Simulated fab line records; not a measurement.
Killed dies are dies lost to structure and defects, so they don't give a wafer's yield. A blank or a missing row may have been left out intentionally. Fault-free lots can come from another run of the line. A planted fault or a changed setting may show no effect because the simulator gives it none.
Which tool did it?	flow gf180mcu	route of 602 steps, sampled at 1 step: 6 lots, 18 wafers

## WHAT EACH GAUGE READ, for each wafer
GF_PSD_OVL_MEAS_08.
lot	measured	on	PSD_OVL (nm)
L686	day 16 07:35	overlay-02	1.4 3.0 2.1
L688	day 16 22:20	overlay-02	0.6 -1.0 1.7
L690	day 18 00:52	overlay-02	-0.3 0.0 -0.7
L692	day 18 11:16	overlay-02	0.1 -1.6 -1.3
L695	day 19 23:05	overlay-02	-1.4 -1.4 -1.0
L701	day 21 15:35	overlay-02	0.2 1.0 2.3

## WHAT TOOL EACH LOT RAN ON (gives the tool, then ch and the chambers of the sampled wafers, and finally the start)
There is no process step in the record ahead of these readings.

## THE ANSWER, worked out from the rows above alone
Rule: the usual values come from the lots themselves. The widest of any qualifying gaps counts: lots, ordered by their means at a reading, are off when they make up no more than a third of the lots, leave a main group of 4 or more, and stand apart from it by 3 or more times the standard deviation of that group's means. A main group whose means are all the same, to the digits that the tables above print for the reading, isn't used. A lot without any number at a reading at which 4 lots or more have one is off too. The other lots that the step has rows for count as sound.
Across all readings shown, no lot is off: no conclusion can be drawn from this.

## WHAT WAS PUT IN BY THE SIMULATOR
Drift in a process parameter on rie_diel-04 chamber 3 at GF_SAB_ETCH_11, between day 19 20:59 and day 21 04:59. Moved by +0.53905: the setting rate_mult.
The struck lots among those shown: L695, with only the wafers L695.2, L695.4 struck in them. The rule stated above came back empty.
